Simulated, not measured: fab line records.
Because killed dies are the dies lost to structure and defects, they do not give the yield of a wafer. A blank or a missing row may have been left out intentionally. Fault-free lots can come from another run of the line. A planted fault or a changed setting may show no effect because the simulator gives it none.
Comparing a struck lot with a sound one || flow sky130 || 24 steps out of a route of 708
Sound: the wafers L929.1, L929.3, L929.5. Struck: wafers L944.1, L944.5, L944.6. At the end, the cause is stated.
Each step with rows lists, per side, the tool, then ch with its chambers, then its first start. Under that, the readings that differ: sound wafers || struck wafers || difference of the means || sigmas: that difference in standard deviations of wafers without a fault.
alike: same words and numbers on both sides, and readings whose means sit less than 2 such deviations apart. not compared: any withheld reading, any reading some wafer has no value for, any bound like >300 that may hide the same value, and any number with overlapping values for which the record gives no deviation.
The two part at a step that has a row with sigmas, a row that says differs or no value, or rows on one side only. Non-overlapping numbers with no deviation appear without sigmas and do not part them. A reading that every wafer of one side lacks parts them only if that side has two wafers or more.

first, 2 steps without rows for these wafers: SKY_POLY_GATE_CLEAN_19 (cleans in SC1/SC2, time 150 s); SKY_POLY_GATE_OXIDATION_20 (stabilise 600 s, purge 300 s, target thk 4 nm).
SKY_POLY_GATE_THK_MEAS_21:
  sound on film_metro-02 at day 16 20:07; struck on film_metro-04 at day 22 19:33
  alike: POLY_GATE_OXIDATION_THK
SKY_POLY_GATE_CD_MEAS_22:
  sound on cd_sem-01 at day 16 20:10; struck on cd_sem-02 at day 22 19:37
  alike: cd_nm
then, 7 steps without rows for these wafers: SKY_LDD_N_DEHYDRATE_00 (time 60 s); SKY_LDD_N_HMDS_01 (prime time 60 s); SKY_LDD_N_COAT_02 (resist thk 300 nm); SKY_LDD_N_SOFTBAKE_03 (time 60 s); SKY_LDD_N_EXPOSE_04 (exposes mask NTM, target cd 840 nm); SKY_LDD_N_PEB_05; SKY_LDD_N_DEVELOP_06 (develop time 60 s).
SKY_LDD_N_OVL_MEAS_07:
  sound on overlay-02 at day 18 00:59; struck on overlay-01 at day 24 01:56
  alike: LDD_N_OVL
SKY_LDD_N_IMPLANT_08:
  sound on implanter-03 ch 0, day 18 01:01; struck on implanter-01 ch 0, day 24 01:58
{"reading": "beam_on_s (s)", "sound": "10.12 9.82 9.90", "struck": "58.61 59.77 58.72", "difference": "+49.09", "sigmas": "+99 or more"}
{"reading": "dose_ions_cm2", "sound": "7.504e+13 7.498e+13 7.501e+13", "struck": "5.8041e+14 5.8043e+14 5.8046e+14", "difference": "+5.0542e+14", "sigmas": "+99 or more"}
{"reading": "faraday_current_uA", "sound": "416 431 428", "struck": "560 549 558", "difference": "+131", "sigmas": "+17"}
then, 7 steps without rows for these wafers: SKY_LDD_N_IMPLANT_09; SKY_LDD_N_IMPLANT_10; SKY_LDD_N_IMPLANT_11; SKY_LDD_N_IMPLANT_12; SKY_LDD_N_IMPLANT_13; SKY_LDD_N_IMPLANT_14; SKY_LDD_N_IMPLANT_15.
SKY_LDD_N_STRIP_16: strips in O2/N2.
  sound on plasma_asher-04 ch 0,1, day 18 02:13; struck on plasma_asher-03 ch 0,1, day 24 03:10
{"reading": "strip_time_to_endpoint_s (s)", "sound": "4.302 4.309 4.303", "struck": "5.444 5.466 5.455", "difference": "+1.150", "sigmas": "+68"}
  alike: drypump_motor_current_A, oes_product_au
  not compared: rf_hours_counter_h
SKY_LDD_N_TW_MEAS_17:
  sound on film_metro-01 at day 18 02:19; struck on film_metro-04 at day 24 03:16
{"reading": "LDD_N_TW", "sound": "2557 2582 2571", "struck": "2939 2939 2945", "difference": "+371", "sigmas": "+19"}
then, 1 step without rows for these wafers: SKY_LDD_P_DEHYDRATE_00 (time 60 s).
-- a jump in the record: the struck wafers' starts before and after are 26 days apart (it breaks off in module LDD_P and resumes in module PAD_OPEN, where the first step shown is number 708 of the route) --
SKY_PAD_OPEN_PROBE_99:
  sound on prober-02 at day 45 22:33; struck on prober-01 at day 49 19:21
{"reading": "model.etest.tip_n.rs_ohm_sq", "sound": "440 445.6 447.7", "struck": "263.3 263.3 261.5", "difference": -181.7, "sigmas": ""}
{"reading": "model.etest.nfet_01v8.r_on_ohm_um", "sound": "829.2 821.8 831.6", "struck": "756.8 773 749.5", "difference": -67.8, "sigmas": ""}
{"reading": "model.etest.nfet_01v8_lvt.drive_ua_um", "sound": "577.4 578.5 567.5", "struck": "636.6 616.5 633.6", "difference": "+54.4", "sigmas": ""}
{"reading": "model.etest.nfet_01v8.drive_ua_um", "sound": "512.4 508.8 500.3", "struck": "561.6 539.2 560.9", "difference": "+46.7", "sigmas": ""}
{"reading": "model.etest.nfet_01v8_turned.drive_ua_um", "sound": "512.4 509.5 502", "struck": "559.1 540.7 559.9", "difference": "+45.3", "sigmas": ""}
{"reading": "model.etest.sram_nfet_pass.drive_ua_um", "sound": "501.1 495.1 512.5", "struck": "555 546.5 558.6", "difference": "+50", "sigmas": ""}
{"reading": "model.etest.nfet_01v8_swapped.drive_ua_um", "sound": "510.6 509.6 504.9", "struck": "548.3 525 547", "difference": "+31.7", "sigmas": ""}
{"reading": "model.etest.sram_nfet_pass.off_log10_a_um", "sound": "-12.36 -12.49 -12.54", "struck": "-11.94 -12 -11.7", "difference": "+0.58", "sigmas": ""}
  alike: killed_at_M0_to_M3, killed_at_M4_up, killed_at_contacts, killed_at_front_end, killed_at_other, killed_dies, killed_open, killed_short

WHERE THEY PART
At SKY_LDD_N_IMPLANT_08 first; at SKY_LDD_N_TW_MEAS_17 last (within this record only). Later steps at which nothing parts them and some readings are alike: SKY_PAD_OPEN_PROBE_99.

WHY: what had been put in by the simulator
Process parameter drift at SKY_LDD_N_IMPLANT_08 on implanter-01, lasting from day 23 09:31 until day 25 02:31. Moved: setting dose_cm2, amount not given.
